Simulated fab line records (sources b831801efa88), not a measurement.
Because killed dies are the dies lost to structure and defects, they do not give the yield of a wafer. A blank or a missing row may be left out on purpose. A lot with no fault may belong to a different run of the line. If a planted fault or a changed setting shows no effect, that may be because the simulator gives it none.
The same fault as seen by 2 desks / flow sky130 / every desk sees just its own numbers, and what lay behind them comes last

## THE METROLOGY DESK
What the gauges read for every lot (on any tool): the sampled wafers with a number, averaged. The brackets show how far a lot's mean lies from the usual mean; more than 4 standard deviations puts the lot out of limits, marked OUT.
Columns: A = SONOS_TUNNEL_TW at SKY_SONOS_TUNNEL_TW_MEAS_12, usual 197.2; B = POLY_GATE_CVD_00_THK at SKY_POLY_GATE_THK_MEAS_01, usual 180.1 nm; C = LDD_N_TW at SKY_LDD_N_TW_MEAS_17, usual 2592
lot=L313; first seen here=day 11 14:21; A=197.4; B=181.8; C=2611
lot=L315; first seen here=day 12 10:55; A=196.6; B=181.8; C=2589
lot=L323; first seen here=day 15 01:25; A=199.0; B=178.5; C=2441 (-15) OUT
lot=L324; first seen here=day 15 06:22; A=196.9; B=180.8; C=2446 (-15) OUT
lot=L325; first seen here=day 15 14:52; A=194.9; B=181.2; C=2585
lot=L326; first seen here=day 16 00:28; A=195.8; B=180.8; C=2579
lot=L327; first seen here=day 16 08:08; A=198.9; B=179.9; C=2596
lot=L328; first seen here=day 16 13:52; A=198.0; B=179.4; C=2593
lot=L329; first seen here=day 16 21:19; A=195.9; B=181.1; C=2605
lot=L330; first seen here=day 17 02:23; A=199.4; B=182.6; C=2597
lot=L331; first seen here=day 17 14:04; A=194.8; B=180.3; C=2595
lot=L332; first seen here=day 18 02:31; A=196.2; B=180.9; C=2600
lot=L334; first seen here=day 18 21:00; A=199.7; B=179.1; C=2593
lot=L335; first seen here=day 19 04:49; A=197.8; B=180.4; C=2597
This desk's result: L323, L324 out of limits, first on L323 (LDD_N_TW at SKY_LDD_N_TW_MEAS_17), day 22 01:13. In limits: L313, L315, L325, L326, L327, L328, L329, L330, L331, L332, L334, L335.

## DESK OF THE TOOL OWNER: implanter-01
SKY_LDD_N_IMPLANT_11, tool's own readings: per-lot mean of the sampled wafers with a number, covering each lot this tool ran. The brackets show how far a lot's mean lies from the usual mean; more than 4 standard deviations puts the lot out of limits, marked OUT.
Columns: A = beam-energy-keV at SKY_LDD_N_IMPLANT_11, usual 20.001; B = beam-on-s at SKY_LDD_N_IMPLANT_11, usual 9.99 s
lot=L315; first seen here=day 19 07:55; A=20.000; B=10.00
lot=L325; first seen here=day 23 05:46; A=19.992; B=9.82
lot=L326; first seen here=day 23 07:43; A=20.004; B=9.90
lot=L328; first seen here=day 23 11:25; A=20.008; B=9.86
lot=L329; first seen here=day 24 00:14; A=20.002; B=9.87
lot=L331; first seen here=day 24 09:40; A=20.006; B=10.06
This desk's verdict: no lot among the 6 shows anything out of limits.

## ALL TOGETHER
L323, L324 would have let the metrology desk raise an alarm at day 22 01:13.
The tool owner's desk saw nothing out of limits.
The tool owner's desk has no number on record for L323, L324.
The lots listed all ran SKY_LDD_N_IMPLANT_11 on implanter-01.

## WHAT WAS PUT IN BY THE SIMULATOR
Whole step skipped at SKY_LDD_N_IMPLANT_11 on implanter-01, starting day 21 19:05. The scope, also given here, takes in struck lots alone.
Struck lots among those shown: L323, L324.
Time in hours between the start of the fault and the first out-of-limits reading at each desk: metrology desk, 6.
